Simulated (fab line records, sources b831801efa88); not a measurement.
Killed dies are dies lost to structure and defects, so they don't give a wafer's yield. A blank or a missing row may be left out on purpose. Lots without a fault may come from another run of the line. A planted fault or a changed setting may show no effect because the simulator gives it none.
fab line records | flow sky130
record lots=5 wafers=15 last_day=48
route steps=708 shown LDD_LDN@292 SPACER@304 POLY_CUT@307 SD_P@320 RES_XHIGH@332 SALICIDE@361 PAD_OPEN@708
lots that met no fault: from a run of the same line without faults
start_h: hours from the record's first day to the start of the lot's first wafer shown | wait_h: hours since the lot's step before | " the same as in the row above | L1.1+2: a row that stands for several wafers | - no value, or no start given | * or withheld: withheld | < > ~ a bound
route shown NAME@n: a module of which the file shows steps, and the number in the route of the first | usual: mean/standard deviation of fault-free wafers | same: alike in all rows | chamber/n: place in a boat | sites: the reading at each site | _std_site: their standard deviation | _edge_site: outer sites' mean less inner sites' | radius_mm: how far each site lies from the wafer's centre | mask NAME#n: copy n | behind: the tool/chamber that last shaped the wafer | hold: why the lot was held/for how many hours/how that ended | device: the transistor (n, p or np) that didn't switch | end of line: the same wafers' tests at the end of the route | a step without rows: its recipe alone | killed: dies lost to structure and defects at the first sort, not the wafer's yield | map: a wafer's dies, x killed, . not, _ none there
set.NAME: the setting as run; set.NAME@STEP: as run at that earlier step | model.NAME: the simulator's own value behind a step, which no gauge read
lots at some steps of the route; a table a step, a row a wafer
services: from which hour (start_h, from the record's first day; less than 0 if before it) a tool's chamber was out of use, for how many hours, and why
## steps
# step SKY_LDD_LDN_SOFTBAKE_03
# recipe temp_c=90 time_s=60 resist=NOVOLAK
# step SKY_LDD_LDN_EXPOSE_04
# recipe mask_id=LDNTM na=0.6 source_shape=conventional sigma_outer=0.6 polarization=unpolarized target_cd_nm=700 dose_mj=140
# step SKY_LDD_LDN_PEB_05
# recipe temp_c=withheld time_s=* resist=NOVOLAK
# step SKY_LDD_LDN_DEVELOP_06
# recipe resist=NOVOLAK developer=TMAH develop_time_s=60 dev_temp_c=23
# step SKY_LDD_LDN_IMPLANT_08
# recipe species=As energy_kev=15 dose_cm2=1.25e+13 tilt_deg=withheld rotation_deg=23
# step SKY_LDD_LDN_IMPLANT_09
# recipe species=As energy_kev=15 dose_cm2=1.25e+13 tilt_deg=withheld rotation_deg=113
# step SKY_LDD_LDN_IMPLANT_10
# recipe species=As energy_kev=15 dose_cm2=1.25e+13 tilt_deg=withheld rotation_deg=203
# step SKY_LDD_LDN_IMPLANT_11
# recipe species=As energy_kev=15 dose_cm2=1.25e+13 tilt_deg=withheld rotation_deg=293
# step SKY_LDD_LDN_STRIP_12
# recipe chemistry=O2/N2 power_w=1400 pressure_mtorr=1500 platen_temp_c=withheld o2_flow_sccm=3000 n2_flow_sccm=300 overash_fraction=0.5
# step SKY_LDD_LDN_CLEAN_14
# recipe chemistry=SC1/SC2 mix=1:4:20 temp_c=70 time_s=150 dry=n2_spin
# step SKY_SPACER_CVD_00
# recipe material=Si3N4 precursor=DCS/NH3 target_thk_nm=43.1 temp_c=770 time_s=740 pressure_mtorr=250
# usual spike_tc_bottom_C=791.2/1 spike_tc_centre_C=772.3/1.2 spike_tc_lower_C=770.9/2.1 spike_tc_top_C=783.0/2 spike_tc_upper_C=770.4/1 susceptor_temp_C=770.0/0.33 zone_power_bottom_pct=20.51/0.21 zone_power_centre_pct=12.95/0.22
# columns lot.wafer tool chamber start_h wait_h spike_tc_bottom_C spike_tc_centre_C spike_tc_lower_C spike_tc_top_C spike_tc_upper_C susceptor_temp_C zone_power_bottom_pct zone_power_centre_pct model.Si3N4_of_SPACER_CVD_00.thk_nm
L469.3 lpcvd-02 1 595.72 0.0 791.5 773.9 769.3 780.8 770.4 770.2 20.48 13.14 42.47
L469.5 " 1 " " 792.0 771.9 769.0 780.8 769.7 770.5 20.66 13.24 42.54
L469.6 " 1 " " 791.7 770.5 767.0 780.7 769.7 770.5 20.91 13.26 42.18
L472.2 lpcvd-02 1 626.47 0.0 790.7 769.1 767.6 782.5 770.7 769.9 20.48 13.25 42.46
L472.4 " 1 " " 791.8 771.0 768.6 781.0 769.8 770.1 20.37 13.23 42.45
L472.6 " 1 " " 790.4 771.5 768.6 780.3 771.0 770.1 20.52 13.16 42.9
L473.1 lpcvd-02 1 636.59 0.7 799.5 779.9 775.9 788.6 778.2 778.4 21.04 13.39 49.97
L473.2 " 1 " " 798.8 778.4 778.3 789.3 778.1 779.0 20.75 13.45 50.47
L473.5 " 1 " " 800.5 780.0 775.7 788.5 778.5 778.2 21.13 13.40 50.16
L474.3 lpcvd-02 0 646.05 0.1 799.7 782.7 780.5 792.6 778.5 778.6 20.95 13.29 49.98
L474.4 " 0 " " 799.1 780.8 778.9 791.5 779.4 777.6 21.04 13.11 49.77
L474.6 " 0 " " 798.9 780.2 780.1 790.8 780.5 778.4 21.32 13.10 49.7
L475.2 lpcvd-02 0 647.39 0.0 799.4 781.8 780.3 791.5 779.4 778.3 20.82 13.32 50.63
L475.4 " 0 " " 799.0 782.7 782.4 791.3 780.1 778.7 21.27 13.05 50.52
L475.5 " 0 " " 800.0 780.1 780.9 791.4 777.8 778.6 21.03 13.18 50.31
# step SKY_SPACER_THK_MEAS_01
# recipe reads=Si3N4_of_SPACER_CVD_00
# usual SPACER_CVD_00_THK=42.8/0.47
# columns lot.wafer tool chamber start_h wait_h SPACER_CVD_00_THK[nm]
L469.3 film_metro-03 - 596.95 0.0 42.4
L469.5 " - " " 42.6
L469.6 " - " " 42.2
L472.2 film_metro-04 - 627.68 0.0 42.4
L472.4 " - " " 42.5
L472.6 " - " " 42.9
L473.1 film_metro-03 - 637.79 0.0 50.0
L473.2 " - " " 50.5
L473.5 " - " " 50.1
L474.3 film_metro-04 - 647.27 0.0 50.0
L474.4 " - " " 49.7
L474.6 " - " " 49.7
L475.2 film_metro-04 - 648.60 0.0 50.7
L475.4 " - " " 50.5
L475.5 " - " " 50.3
# step SKY_SPACER_ETCHBACK_02
# recipe chemistry=CH3F/O2 target=Si3N4 stop_on=SiO2 source_w=400 bias_w=80 pressure_mtorr=25 ch3f_flow_sccm=40 O2_flow_sccm=30 time_s=46.7 target_depth_a=450
# usual drypump_motor_current_A=5.7/0.39 oes_product_au=0.851/0.0075 throttle_valve_pct=10.562/0.0097
# columns lot.wafer tool chamber start_h wait_h drypump_motor_current_A oes_product_au rf_hours_counter_h throttle_valve_pct model.etch.depth_nm
L469.3 rie_diel-02 3 596.99 0.0 6.0 0.850 7 10.557 42.47
L469.5 " 2 " " 6.3 0.851 - 10.557 42.54
L469.6 " 3 " " 6.0 0.844 - 10.540 42.18
L472.2 rie_diel-01 3 627.73 0.0 5.3 0.852 7 10.553 42.46
L472.4 " 0 " " 5.5 0.851 5 10.560 42.45
L472.6 " 2 " " 6.3 0.852 - 10.561 42.9
L473.1 rie_diel-01 0 637.85 0.1 5.5 0.931 5 10.567 49.97
L473.2 " 3 " " 5.3 0.930 7 10.570 50.47
L473.5 " 0 " " 5.5 0.925 - 10.568 50.16
L474.3 rie_diel-03 2 647.31 0.0 5.1 0.933 18 10.577 49.98
L474.4 " 0 " " 5.9 0.931 23 10.584 49.77
L474.6 " 2 " " 5.1 0.920 - 10.582 49.7
L475.2 rie_diel-02 3 648.65 0.0 6.0 0.938 7 10.577 50.63
L475.4 " 2 " " 6.2 0.946 3 10.560 50.52
L475.5 " 0 " " 5.9 0.933 - 10.572 50.31
# step SKY_POLY_CUT_DEHYDRATE_00
# recipe temp_c=200 time_s=60
# step SKY_POLY_CUT_HMDS_01
# recipe prime_time_s=60 prime_temp_c=120
# step SKY_POLY_CUT_COAT_02
# recipe resist=BARC temp_c=withheld time_s=withheld spin_rpm=3000 resist_thk_nm=60
# step SKY_POLY_CUT_COAT_03
# recipe resist=KrF-thick spin_rpm=3000 resist_thk_nm=450
# step SKY_POLY_CUT_SOFTBAKE_04
# recipe temp_c=100 time_s=90 resist=KrF-thick
# step SKY_POLY_CUT_EXPOSE_05
# recipe mask_id=NPCM na=0.8 source_shape=annular sigma_inner=0.55 sigma_outer=0.85 target_cd_nm=270 dose_mj=32.26
# step SKY_POLY_CUT_PEB_06
# recipe peb_temp_c=withheld peb_time_s=withheld resist=KrF-thick
# step SKY_POLY_CUT_DEVELOP_07
# recipe develop_time_s=60 resist=KrF-thick dev_temp_c=21
# step SKY_POLY_CUT_ETCH_10
# recipe chemistry=N2/H2 target=BARC ion_energy_ev=200 source_w=500 bias_w=100 pressure_mtorr=30 n2_flow_sccm=100 h2_flow_sccm=200 stop_on=SiO2 time_s=45.9 target_depth_a=600
# step SKY_POLY_CUT_ETCH_11
# recipe target=Si3N4 chemistry=CF4/CH2F2/Ar stop_on=poly-Si source_w=600 bias_w=150 pressure_mtorr=40 cf4_flow_sccm=40 ch2f2_flow_sccm=20 Ar_flow_sccm=150 time_s=42.5 target_depth_a=600
# step SKY_POLY_CUT_STRIP_12
# recipe chemistry=O2/N2 power_w=1400 pressure_mtorr=1500 platen_temp_c=withheld o2_flow_sccm=3000 n2_flow_sccm=300 overash_fraction=0.5
# step SKY_SD_P_DEHYDRATE_00
# recipe temp_c=200 time_s=60
# step SKY_SD_P_HMDS_01
# recipe prime_time_s=60 prime_temp_c=120
# step SKY_SD_P_COAT_02
# recipe resist=NOVOLAK spin_rpm=3000 resist_thk_nm=1140
# step SKY_SD_P_SOFTBAKE_03
# recipe temp_c=90 time_s=60 resist=NOVOLAK
# step SKY_SD_P_EXPOSE_04
# recipe mask_id=PSDM na=0.6 source_shape=conventional sigma_outer=0.6 polarization=unpolarized target_cd_nm=380 dose_mj=138
# step SKY_SD_P_PEB_05
# recipe temp_c=withheld time_s=* resist=NOVOLAK
# step SKY_SD_P_DEVELOP_06
# recipe resist=NOVOLAK developer=TMAH develop_time_s=60 dev_temp_c=23
# step SKY_SD_P_IMPLANT_09
# recipe species=BF2 energy_kev=20 dose_cm2=3e+15 tilt_deg=0
# step SKY_SD_P_STRIP_10
# recipe chemistry=O2/N2 power_w=1400 pressure_mtorr=1500 platen_temp_c=withheld o2_flow_sccm=3000 n2_flow_sccm=300 overash_fraction=0.5
# step SKY_RES_XHIGH_DEHYDRATE_00
# recipe temp_c=200 time_s=60
# step SKY_RES_XHIGH_HMDS_01
# recipe prime_time_s=60 prime_temp_c=120
# step SKY_SALICIDE_CLEAN_00
# recipe chemistry=HF-last time_s=30 dilution=100:1 dry=ipa_marangoni
# columns lot.wafer tool chamber start_h wait_h model.Si3N4_of_SPACER_CVD_00.thk_nm
L469.3 wet_bench-01 0 712.69 0.1 41.49
L469.5 " 0 " " 41.56
L469.6 " 0 " " 41.2
L472.2 wet_bench-01 0 740.12 0.1 41.47
L472.4 " 0 " " 41.46
L472.6 " 0 " " 41.9
L473.1 wet_bench-02 2 752.82 0.1 48.99
L473.2 " 2 " " 49.49
L473.5 " 2 " " 49.18
L474.3 wet_bench-01 1 759.45 0.1 49.01
L474.4 " 1 " " 48.8
L474.6 " 1 " " 48.72
L475.2 wet_bench-02 3 760.74 0.1 49.66
L475.4 " 3 " " 49.54
L475.5 " 3 " " 49.33
# step SKY_PAD_OPEN_PROBE_99
# usual killed_at_M0_to_M3=43/7.7 killed_at_M4_up=3.4/1.9 killed_at_contacts=25/5.6 killed_at_front_end=14/4.3 killed_at_other=0.2/0.5 killed_dies=86/10 killed_open=47/7.2 killed_short=39/6.7
# same gross_dies=492 killed_at_back_side=0
# columns lot.wafer tool chamber start_h wait_h killed_at_M0_to_M3 killed_at_M4_up killed_at_contacts killed_at_front_end killed_at_other killed_dies killed_open killed_short model.etest.pfet_01v8.r_on_ohm_um model.etest.nfet_g5v0d10v5.r_on_ohm_um model.etest.sonos_uncharged.r_on_ohm_um model.etest.pfet_01v8.drive_ua_um model.etest.pfet_01v8_hvt.drive_ua_um model.etest.sram_pfet_latch.drive_ua_um model.etest.pfet_01v8_mvt.drive_ua_um model.etest.pfet_01v8_lvt.drive_ua_um
L469.3 prober-01 - 1128.20 0.2 40 0 17 13 0 70 32 38 2921 1910 807.6 189.9 141.4 137.3 148.4 173.9
L469.5 prober-01 - 1128.30 0.2 50 3 28 19 0 100 48 52 2961 1939 801.7 186.2 138.5 140 144.1 171.1
L469.6 prober-01 - 1128.35 0.2 30 4 27 17 0 78 45 33 2818 1880 794.7 195.8 145.6 156.4 151.3 176.3
L472.2 prober-02 - 1143.19 0.1 52 3 16 10 1 82 54 28 2915 1923 807.3 193.3 144.5 145.6 152.5 177.2
L472.4 prober-02 - 1143.29 0.2 31 3 20 9 0 63 34 29 2884 1926 805.9 193.2 145.2 146 153.3 174.6
L472.6 prober-02 - 1143.39 0.2 48 1 27 5 0 81 54 27 2895 1902 815.4 192 143.5 146.8 153.2 176.1
L473.1 prober-01 - 1153.21 0.1 34 6 27 9 0 76 43 33 3055 1956 840.8 182.1 132.8 132.1 147.8 170.1
L473.2 prober-01 - 1153.26 0.1 54 7 12 11 0 84 47 37 3114 1944 839.6 178.1 131.8 133.1 144.4 170.3
L473.5 prober-01 - 1153.41 0.2 37 3 22 11 0 73 40 33 3174 1952 849.5 174.2 127.2 123.2 142.8 167.4
L474.3 prober-02 - 1154.49 0.2 30 3 24 19 0 76 41 35 3138 1921 849.9 175.7 130.1 134.4 141.9 172.2
L474.4 prober-02 - 1154.54 0.2 41 0 18 14 0 73 38 35 3184 1920 857.7 171.8 128.6 121.8 139.8 170.8
L474.6 prober-02 - 1154.64 0.2 52 3 28 12 0 95 50 45 3154 1894 853.8 174.6 128.8 130.2 141.1 171.3
L475.2 prober-01 - 1156.26 0.1 28 8 21 17 0 74 38 36 3117 1924 840.8 179.6 133.1 134.1 145 171.2
L475.4 prober-01 - 1156.36 0.2 64 7 19 9 0 99 57 42 3087 1929 844.9 179.1 132.6 136.5 144.3 171.3
L475.5 prober-01 - 1156.41 0.2 40 1 29 16 0 86 51 35 3097 1927 846.8 180.1 132.8 128 144.3 168.8
# killed by level:class
L469.3 VIA1:geometric_particle:open=10 CONTACT:geometric_particle:short=6 METAL1:geometric_particle:short=6 METAL2:geometric_particle:short=6 FIELD_ISO:geometric_particle:short=5 CONTACT:geometric_particle:open=4 VIA1:geometric_particle:short=4 FIELD_ISO:geometric_particle:open=3
L469.5 FIELD_ISO:geometric_particle:short=9 METAL1:geometric_particle:short=9 VIA1:geometric_particle:open=8 CONTACT:geometric_particle:open=8 CONTACT:geometric_particle:short=8 VIA2:geometric_particle:open=8 LI_CONTACT:geometric_particle:open=6 VIA3:geometric_particle:open=6
L469.6 CONTACT:geometric_particle:open=10 LI_CONTACT:geometric_particle:open=8 LOCAL_INTERCONNECT:geometric_particle:short=7 POLY_GATE:geometric_particle:short=6 VIA1:geometric_particle:open=6 VIA2:geometric_particle:open=6 FIELD_ISO:geometric_particle:open=5 VIA3:geometric_particle:open=5
L472.2 VIA1:geometric_particle:open=15 VIA3:geometric_particle:open=13 VIA1:geometric_particle:short=7 CONTACT:geometric_particle:open=6 VIA2:geometric_particle:open=6 LI_CONTACT:geometric_particle:open=5 FIELD_ISO:geometric_particle:open=4 CONTACT:geometric_particle:short=3
L472.4 LI_CONTACT:geometric_particle:open=7 VIA1:geometric_particle:open=5 VIA3:geometric_particle:open=5 METAL1:geometric_particle:short=5 METAL2:geometric_particle:short=5 VIA2:geometric_particle:open=5 FIELD_ISO:geometric_particle:open=4 LI_CONTACT:geometric_particle:short=4
L472.6 VIA1:geometric_particle:open=18 CONTACT:geometric_particle:open=8 LI_CONTACT:geometric_particle:open=8 VIA2:geometric_particle:open=8 VIA3:geometric_particle:open=6 METAL2:geometric_particle:short=5 LOCAL_INTERCONNECT:geometric_particle:short=4 CONTACT:geometric_particle:short=3
L473.1 VIA1:geometric_particle:open=12 LI_CONTACT:geometric_particle:open=11 CONTACT:geometric_particle:open=6 LOCAL_INTERCONNECT:geometric_particle:short=5 VIA2:geometric_particle:open=5 METAL4:geometric_particle:short=5 CONTACT:geometric_particle:short=4 VIA1:geometric_particle:short=4
L473.2 VIA2:geometric_particle:open=12 VIA1:geometric_particle:open=9 METAL1:geometric_particle:short=8 VIA3:geometric_particle:open=8 METAL4:geometric_particle:short=5 CONTACT:geometric_particle:open=4 VIA2:geometric_particle:short=4 VIA3:geometric_particle:short=4
L473.5 VIA1:geometric_particle:open=9 CONTACT:geometric_particle:open=8 LI_CONTACT:geometric_particle:open=7 VIA1:geometric_particle:short=5 METAL2:geometric_particle:short=5 VIA2:geometric_particle:open=5 POLY_GATE:geometric_particle:short=4 METAL1:geometric_particle:short=4
L474.3 CONTACT:geometric_particle:open=9 CONTACT:geometric_particle:short=7 LI_CONTACT:geometric_particle:open=6 POLY_GATE:geometric_particle:short=5 VIA1:geometric_particle:open=5 POLY_GATE:geometric_particle:open=4 VIA2:geometric_particle:open=4 METAL3:geometric_particle:short=4
L474.4 CONTACT:geometric_particle:open=10 VIA1:geometric_particle:open=10 METAL2:geometric_particle:short=7 VIA1:geometric_particle:short=6 FIELD_ISO:geometric_particle:short=5 VIA3:geometric_particle:open=5 METAL1:geometric_particle:short=4 FIELD_ISO:geometric_particle:open=3
L474.6 VIA1:geometric_particle:short=11 VIA1:geometric_particle:open=10 LI_CONTACT:geometric_particle:open=10 CONTACT:geometric_particle:short=7 CONTACT:geometric_particle:open=6 VIA3:geometric_particle:open=6 VIA2:geometric_particle:open=6 VIA3:geometric_particle:short=4
L475.2 CONTACT:geometric_particle:open=9 FIELD_ISO:geometric_particle:short=8 VIA1:geometric_particle:open=7 METAL2:geometric_particle:short=5 CONTACT:geometric_particle:short=5 METAL4:geometric_particle:short=5 LI_CONTACT:geometric_particle:open=4 FIELD_ISO:geometric_particle:open=3
L475.4 VIA1:geometric_particle:open=15 VIA2:geometric_particle:open=13 CONTACT:geometric_particle:open=8 METAL1:geometric_particle:short=7 VIA1:geometric_particle:short=6 VIA3:geometric_particle:open=6 LI_CONTACT:geometric_particle:open=5 METAL2:geometric_particle:short=5
L475.5 CONTACT:geometric_particle:open=12 LI_CONTACT:geometric_particle:open=9 VIA2:geometric_particle:open=8 VIA1:geometric_particle:open=7 VIA3:geometric_particle:open=7 POLY_GATE:geometric_particle:short=5 VIA1:geometric_particle:short=5 FIELD_ISO:geometric_particle:short=4
## services
# columns tool chamber start_h hours kind
rie_diel-01 2 579.01 5.2 repair
rie_diel-03 1 628.60 11.6 repair
rie_diel-03 0 632.41 2.9 repair
rie_diel-02 1 636.88 1.5 repair
rie_diel-02 - 665.87 2.8 pm
rie_diel-01 - 678.21 0.6 repair
rie_diel-02 0 690.19 9.3 repair
rie_diel-02 2 695.12 6.3 repair
rie_diel-02 1 706.11 7.7 repair
rie_diel-03 3 732.77 3.8 repair
rie_diel-02 1 743.77 8.0 repair
## key
first_sign step=SKY_SPACER_CVD_00 reading=susceptor_temp_C direction=up sigmas=26 usual=* struck=*
effect step=SKY_SPACER_CVD_00 reading=spike_tc_upper_C direction=up sigmas=8.2 usual=770.4 struck=779.0
effect step=SKY_SPACER_THK_MEAS_01 reading=SPACER_CVD_00_THK direction=up sigmas=16 usual=42.8 struck=50.2
effect step=SKY_SPACER_ETCHBACK_02 reading=oes_product_au direction=up sigmas=11 usual=0.851 struck=0.932
model_effect step=SKY_SPACER_CVD_00 value=Si3N4_of_SPACER_CVD_00.thk_nm without=42.67 struck=50.17
model_effect step=SKY_SPACER_ETCHBACK_02 value=etch.depth_nm without=42.67 struck=50.17
model_effect step=SKY_SALICIDE_CLEAN_00 value=Si3N4_of_SPACER_CVD_00.thk_nm without=41.7 struck=49.19
model_effect step=SKY_PAD_OPEN_PROBE_99 value=etest.pfet_01v8.r_on_ohm_um without=2886 struck=3124
met_at SKY_SPACER_CVD_00
struck_wafers L473.1,L473.2,L473.5,L474.3,L474.4,L474.6,L475.2,L475.4,L475.5
tester_left_out L473,L474,L475
onset_between 626.47 636.59
fault kind=process_parameter_drift tool=lpcvd-02 chamber=- onset_h=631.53 steps=SKY_SPACER_CVD_00 channel=temp_c offset=* shape=step end_h=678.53 acts_in=* stated=*
# tester_left_out: of these lots the tester's yield and bins aren't shown, on N5 and GAA mostly nor the transistor test; their killed dies are dies lost to structure and defects alone, not to doping, threshold or leakage, so they don't give the yield
